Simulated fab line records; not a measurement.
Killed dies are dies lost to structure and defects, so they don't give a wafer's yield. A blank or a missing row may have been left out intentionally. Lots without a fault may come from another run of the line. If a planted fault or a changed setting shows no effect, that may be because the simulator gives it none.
fab line records + flow sky130
record
- lots=14
- wafers=41
- lastDay=50
route steps=708 shown LI_CONTACT@383
lots with no fault: from the same line, run without faults
startH: start of the lot's first displayed wafer, in hours after the record's first day + waitH: how many hours have passed since the lot's step before this one + " as in the row above + L1.1+2: a row that stands for several wafers + - no value, or no start was given + * or withheld: withheld + < > ~ a bound
route shown NAME@n: names a module that has steps shown in the file, with the first one's number in the route + usual: mean/standard deviation taken from wafers without a fault + same: alike in all rows + chamber/n: place in a boat + sites: each site's reading + _std_site: how widely they spread, as a standard deviation + _edge_site: inner sites' mean taken away from outer sites' mean + radiusMm: how far each site lies from the wafer's centre + mask NAME#n: copy n + behind: the last tool/chamber to shape the wafer + hold: what put the lot on hold/how long, in hours/how the hold closed + device: which transistor (n, p or np) failed to switch + end of line: at the end of the route, the tests of the same wafers + step lacking rows: just its recipe + killed: at the first sort, the dies lost to defects and structure; wafer yield is something else + map: a wafer's dies, x killed, . not, _ none there
set.NAME: the setting the step ran with; set.NAME@STEP: the setting that earlier step ran with + model.NAME: the simulator's own value behind a step, which no gauge read
steps of the route over a sample of lots; a table a step, a row a wafer
services: the hour from which a tool's chamber was out of use, counted from the record's first day as startH (under 0 if before that day), plus the number of hours and why
## steps
# step SKY_LI_CONTACT_CVD_21
# recipe
- material=W
- targetThkNm=400
- timeS=120.56
- tempC=400
- pressureTorr=40
# usual
- heaterPowerW=809/56
| lot.wafer | tool    | chamber | startH | waitH | heaterPowerW |
|-----------|---------|---------|--------|-------|--------------|
| L351.2    | cvdW-02 | 1       | 693.69 | 0.0   | 872          |
| L351.3    | "       | 1       | "      | "     | 853          |
| L351.6    | "       | 0       | "      | "     | 818          |
| L352.3    | cvdW-02 | 0       | 703.75 | 0.1   | 811          |
| L352.5    | "       | 0       | "      | "     | 802          |
| L352.6    | "       | 1       | "      | "     | 876          |
| L353.1    | cvdW-01 | 0       | 708.36 | 0.0   | 697          |
| L353.2    | "       | 1       | "      | "     | 770          |
| L353.4    | "       | 0       | "      | "     | 711          |
| L355.4    | cvdW-01 | 1       | 723.19 | 0.2   | 773          |
| L355.5    | "       | 1       | "      | "     | 783          |
| L355.6    | "       | 1       | "      | "     | 773          |
| L357.2    | cvdW-02 | 0       | 739.26 | 0.0   | 796          |
| L357.5    | "       | 1       | "      | "     | 870          |
| L357.6    | "       | 0       | "      | "     | 792          |
| L356.1    | cvdW-02 | 0       | 743.18 | 0.0   | 801          |
| L356.2    | "       | 1       | "      | "     | 849          |
| L356.3    | "       | 1       | "      | "     | 872          |
| L358.2    | cvdW-02 | 1       | 744.93 | 0.0   | 865          |
| L358.3    | "       | 0       | "      | "     | 819          |
| L358.4    | "       | 1       | "      | "     | 858          |
| L359.1    | cvdW-01 | 0       | 745.77 | 0.0   | 741          |
| L359.4    | "       | 0       | "      | "     | 696          |
| L359.5    | "       | 1       | "      | "     | 779          |
| L360.4    | cvdW-01 | 1       | 749.90 | 0.1   | 794          |
| L360.5    | "       | 0       | "      | "     | 712          |
| L360.6    | "       | 1       | "      | "     | 760          |
| L362.1    | cvdW-02 | 0       | 784.41 | 0.0   | 800          |
| L362.3    | "       | 0       | "      | "     | 786          |
| L362.6    | "       | 0       | "      | "     | 822          |
| L369.3    | cvdW-02 | 0       | 816.75 | 0.1   | 807          |
| L369.5    | "       | 0       | "      | "     | 814          |
| L370.4    | cvdW-02 | 1       | 830.15 | 0.1   | 889          |
| L370.5    | "       | 0       | "      | "     | 806          |
| L370.6    | "       | 1       | "      | "     | 893          |
| L372.2    | cvdW-01 | 1       | 840.16 | 0.0   | 815          |
| L372.4    | "       | 0       | "      | "     | 721          |
| L372.6    | "       | 0       | "      | "     | 712          |
| L373.1    | cvdW-01 | 1       | 843.06 | 0.0   | 773          |
| L373.2    | "       | 0       | "      | "     | 710          |
| L373.4    | "       | 0       | "      | "     | 698          |
# step SKY_LI_CONTACT_RS_MEAS_22
# recipe
- thkMeasGauge=four-point-probe
- reads=W_of_LI_CONTACT_CVD_21+TiN_of_LI_CONTACT_SPUTTER_20+Ti_of_LI_CONTACT_SPUTTER_19
# usual
- LI_CONTACT_W_RS=0.2865/0.0024
| lot.wafer | tool         | chamber | startH | waitH | LI_CONTACT_W_RS[ohm/sq] |
|-----------|--------------|---------|--------|-------|-------------------------|
| L351.2    | filmMetro-03 | -       | 693.84 | 0.1   | 0.2912                  |
| L351.3    | "            | -       | "      | "     | 0.2855                  |
| L351.6    | "            | -       | "      | "     | 0.2863                  |
| L352.3    | filmMetro-01 | -       | 703.88 | 0.1   | 0.2857                  |
| L352.5    | "            | -       | "      | "     | 0.2872                  |
| L352.6    | "            | -       | "      | "     | 0.2850                  |
| L353.1    | filmMetro-03 | -       | 708.49 | 0.1   | 0.2842                  |
| L353.2    | "            | -       | "      | "     | 0.2817                  |
| L353.4    | "            | -       | "      | "     | 0.2876                  |
| L355.4    | filmMetro-03 | -       | 723.37 | 0.1   | 0.2857                  |
| L355.5    | "            | -       | "      | "     | 0.2877                  |
| L355.6    | "            | -       | "      | "     | 0.2892                  |
| L357.2    | filmMetro-03 | -       | 739.40 | 0.1   | 0.2838                  |
| L357.5    | "            | -       | "      | "     | 0.2874                  |
| L357.6    | "            | -       | "      | "     | 0.2848                  |
| L356.1    | filmMetro-03 | -       | 743.30 | 0.1   | 0.2870                  |
| L356.2    | "            | -       | "      | "     | 0.2856                  |
| L356.3    | "            | -       | "      | "     | 0.2861                  |
| L358.2    | filmMetro-01 | -       | 745.07 | 0.1   | 0.2880                  |
| L358.3    | "            | -       | "      | "     | 0.2812                  |
| L358.4    | "            | -       | "      | "     | 0.2850                  |
| L359.1    | filmMetro-03 | -       | 745.89 | 0.1   | 0.2858                  |
| L359.4    | "            | -       | "      | "     | 0.2847                  |
| L359.5    | "            | -       | "      | "     | 0.2843                  |
| L360.4    | filmMetro-03 | -       | 750.05 | 0.1   | 0.2896                  |
| L360.5    | "            | -       | "      | "     | 0.2889                  |
| L360.6    | "            | -       | "      | "     | 0.2896                  |
| L362.1    | filmMetro-02 | -       | 784.54 | 0.1   | 0.2856                  |
| L362.3    | "            | -       | "      | "     | 0.2871                  |
| L362.6    | "            | -       | "      | "     | 0.2877                  |
| L369.3    | filmMetro-02 | -       | 816.88 | 0.1   | 0.2866                  |
| L369.5    | "            | -       | "      | "     | 0.5052                  |
| L370.4    | filmMetro-01 | -       | 830.30 | 0.1   | 0.2835                  |
| L370.5    | "            | -       | "      | "     | 0.5039                  |
| L370.6    | "            | -       | "      | "     | 0.2866                  |
| L372.2    | filmMetro-03 | -       | 840.31 | 0.1   | 0.2845                  |
| L372.4    | "            | -       | "      | "     | 0.2906                  |
| L372.6    | "            | -       | "      | "     | 0.2905                  |
| L373.1    | filmMetro-01 | -       | 843.19 | 0.1   | 0.2853                  |
| L373.2    | "            | -       | "      | "     | 0.2895                  |
| L373.4    | "            | -       | "      | "     | 0.2916                  |
# step SKY_LI_CONTACT_THK_MEAS_23
# recipe
- thkMeasGauge=xrf
- reads=W_of_LI_CONTACT_CVD_21
# usual
- LI_CONTACT_W_THK=383/5.1
| lot.wafer | tool         | chamber | startH | waitH | LI_CONTACT_W_THK[nm] |
|-----------|--------------|---------|--------|-------|----------------------|
| L351.2    | filmMetro-03 | -       | 693.95 | 0.1   | 374                  |
| L351.3    | "            | -       | "      | "     | 381                  |
| L351.6    | "            | -       | "      | "     | 380                  |
| L352.3    | filmMetro-01 | -       | 703.98 | 0.1   | 379                  |
| L352.5    | "            | -       | "      | "     | 377                  |
| L352.6    | "            | -       | "      | "     | 379                  |
| L353.1    | filmMetro-03 | -       | 708.61 | 0.1   | 389                  |
| L353.2    | "            | -       | "      | "     | 391                  |
| L353.4    | "            | -       | "      | "     | 382                  |
| L355.4    | filmMetro-03 | -       | 723.46 | 0.1   | 383                  |
| L355.5    | "            | -       | "      | "     | 384                  |
| L355.6    | "            | -       | "      | "     | 379                  |
| L357.2    | filmMetro-03 | -       | 739.51 | 0.1   | 385                  |
| L357.5    | "            | -       | "      | "     | 382                  |
| L357.6    | "            | -       | "      | "     | 384                  |
| L356.1    | filmMetro-03 | -       | 743.42 | 0.1   | 383                  |
| L356.2    | "            | -       | "      | "     | 383                  |
| L356.3    | "            | -       | "      | "     | 383                  |
| L358.2    | filmMetro-01 | -       | 745.18 | 0.1   | 377                  |
| L358.3    | "            | -       | "      | "     | 382                  |
| L358.4    | "            | -       | "      | "     | 381                  |
| L359.1    | filmMetro-03 | -       | 746.01 | 0.1   | 388                  |
| L359.4    | "            | -       | "      | "     | 393                  |
| L359.5    | "            | -       | "      | "     | 392                  |
| L360.4    | filmMetro-03 | -       | 750.14 | 0.1   | 384                  |
| L360.5    | "            | -       | "      | "     | 382                  |
| L360.6    | "            | -       | "      | "     | 384                  |
| L362.1    | filmMetro-02 | -       | 784.66 | 0.1   | 388                  |
| L362.3    | "            | -       | "      | "     | 385                  |
| L362.6    | "            | -       | "      | "     | 387                  |
| L369.3    | filmMetro-02 | -       | 816.98 | 0.1   | 384                  |
| L369.5    | "            | -       | "      | "     | 222                  |
| L370.4    | filmMetro-01 | -       | 830.39 | 0.1   | 386                  |
| L370.5    | "            | -       | "      | "     | 220                  |
| L370.6    | "            | -       | "      | "     | 381                  |
| L372.2    | filmMetro-03 | -       | 840.42 | 0.1   | 383                  |
| L372.4    | "            | -       | "      | "     | 374                  |
| L372.6    | "            | -       | "      | "     | 375                  |
| L373.1    | filmMetro-01 | -       | 843.31 | 0.1   | 380                  |
| L373.2    | "            | -       | "      | "     | 374                  |
| L373.4    | "            | -       | "      | "     | 374                  |
# step SKY_LI_CONTACT_CMP_24
# recipe
- stopOn=PSG
- tOverpolishS=20
- downForcePsi=3.5
- platenRpm=60
- targetThkNm=0
- padVelocityMS=0.94248
# usual
- motorCurrentA=10.8/0.97
- timeToEndpointS=97/4.3
| lot.wafer | tool   | chamber | startH | waitH | motorCurrentA | timeToEndpointS |
|-----------|--------|---------|--------|-------|---------------|-----------------|
| L351.2    | cmp-02 | 2       | 694.00 | 0.0   | 8.9           | 91              |
| L351.3    | "      | 3       | "      | "     | 10.4          | 98              |
| L351.6    | "      | 3       | "      | "     | 9.9           | 97              |
| L352.3    | cmp-01 | 1       | 704.07 | 0.1   | 10.6          | 93              |
| L352.6    | "      | 0       | "      | "     | 11.4          | 95              |
| L352.5    | "      | 1       | "      | "     | 10.3          | 93              |
| L353.1    | cmp-02 | 1       | 708.67 | 0.1   | 13.1          | 99              |
| L353.4    | "      | 2       | "      | "     | 9.4           | 91              |
| L353.2    | "      | 0       | "      | "     | 10.6          | 104             |
| L355.4    | cmp-02 | 2       | 723.54 | 0.1   | 8.6           | 91              |
| L355.6    | "      | 1       | "      | "     | 12.8          | 98              |
| L355.5    | "      | 2       | "      | "     | 8.9           | 92              |
| L357.2    | cmp-01 | 1       | 739.56 | 0.0   | 10.0          | 95              |
| L357.5    | "      | 1       | "      | "     | 10.2          | 94              |
| L357.6    | "      | 2       | "      | "     | 10.3          | 102             |
| L356.2    | cmp-01 | 3       | 743.48 | 0.0   | 11.1          | 94              |
| L356.3    | "      | 1       | "      | "     | 10.5          | 97              |
| L356.1    | "      | 2       | "      | "     | 10.2          | 101             |
| L358.2    | cmp-02 | 3       | 745.23 | 0.0   | 10.0          | 100             |
| L358.4    | "      | 0       | "      | "     | 11.9          | 106             |
| L358.3    | "      | 2       | "      | "     | 9.1           | 97              |
| L359.4    | cmp-02 | 1       | 746.12 | 0.1   | 12.7          | 106             |
| L359.1    | "      | 2       | "      | "     | 9.0           | 97              |
| L359.5    | "      | 1       | "      | "     | 13.2          | 106             |
| L360.4    | cmp-01 | 0       | 750.32 | 0.2   | 10.3          | 100             |
| L360.6    | "      | 1       | "      | "     | 10.8          | 96              |
| L360.5    | "      | 2       | "      | "     | 10.0          | 102             |
| L362.1    | cmp-01 | 2       | 784.77 | 0.1   | 10.9          | 98              |
| L362.3    | "      | 3       | "      | "     | 11.9          | 95              |
| L362.6    | "      | 2       | "      | "     | 10.5          | 95              |
| L369.3    | cmp-01 | 3       | 817.12 | 0.1   | 11.3          | 92              |
| L369.5    | "      | 1       | "      | "     | 10.3          | 50              |
| L370.4    | cmp-01 | 0       | 830.47 | 0.1   | 10.5          | 94              |
| L370.6    | "      | 3       | "      | "     | 11.7          | 89              |
| L370.5    | "      | 0       | "      | "     | 10.9          | 54              |
| L372.4    | cmp-01 | 0       | 840.47 | 0.0   | 10.4          | 93              |
| L372.2    | "      | 1       | "      | "     | 10.9          | 96              |
| L372.6    | "      | 1       | "      | "     | 10.6          | 92              |
| L373.2    | cmp-02 | 3       | 843.37 | 0.0   | 10.0          | 94              |
| L373.4    | "      | 0       | "      | "     | 11.9          | 95              |
| L373.1    | "      | 2       | "      | "     | 8.8           | 92              |
## services
| tool    | chamber | startH | hours | kind                          |
|---------|---------|--------|-------|-------------------------------|
| cvdW-01 | -       | 713.88 | 2.8   | pm                            |
| cvdW-01 | -       | 718.41 | 0.8   | repair                        |
| cvdW-01 | 0       | 719.01 | 8.2   | repair                        |
| cmp-01  | -       | 740.25 | 1.4   | repair                        |
| cmp-01  | -       | 744.00 | 4.0   | pm                            |
| cmp-01  | -       | 748.00 | -     | consumableReplace:conditioner |
| cmp-01  | -       | 748.00 | -     | consumableReplace:pad         |
| cvdW-01 | -       | 751.16 | 3.8   | pm                            |
| cmp-01  | -       | 762.19 | 0.5   | repair                        |
| cmp-02  | -       | 796.69 | 1.6   | repair                        |
| cvdW-02 | -       | 819.51 | 2.8   | pm                            |
| cmp-01  | -       | 842.70 | 25.6  | repair                        |
## key
firstSign
- step=SKY_LI_CONTACT_RS_MEAS_22
- reading=LI_CONTACT_W_RS
- direction=up
- sigmas=92
- usual=0.2865
- struck=0.5046
effect
- step=SKY_LI_CONTACT_THK_MEAS_23
- reading=LI_CONTACT_W_THK
- direction=down
- sigmas=32
- usual=383
- struck=221
effect
- step=SKY_LI_CONTACT_CMP_24
- reading=timeToEndpointS
- direction=down
- sigmas=10
- usual=*
- struck=*
metAt SKY_LI_CONTACT_CVD_21
struckLots L369,L370
struckWafers L369.5,L370.5
testerLeftOut L369,L370
onsetBetween 784.41 816.75
fault
- kind=processParameterDrift
- tool=cvdW-02
- chamber=-
- onsetH=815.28
- steps=SKY_LI_CONTACT_CVD_21
- channel=targetThkNm
- offset=-174.47
- shape=step
- endH=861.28
- scope=struckWafersOnly
- actsIn=theseRecipesOnly
- stated=400
# testerLeftOut: of these lots the tester's yield and bins aren't shown, on N5 and GAA mostly nor the transistor test; their killed dies are dies lost to structure and defects alone, not to doping, threshold or leakage, so they don't give the yield
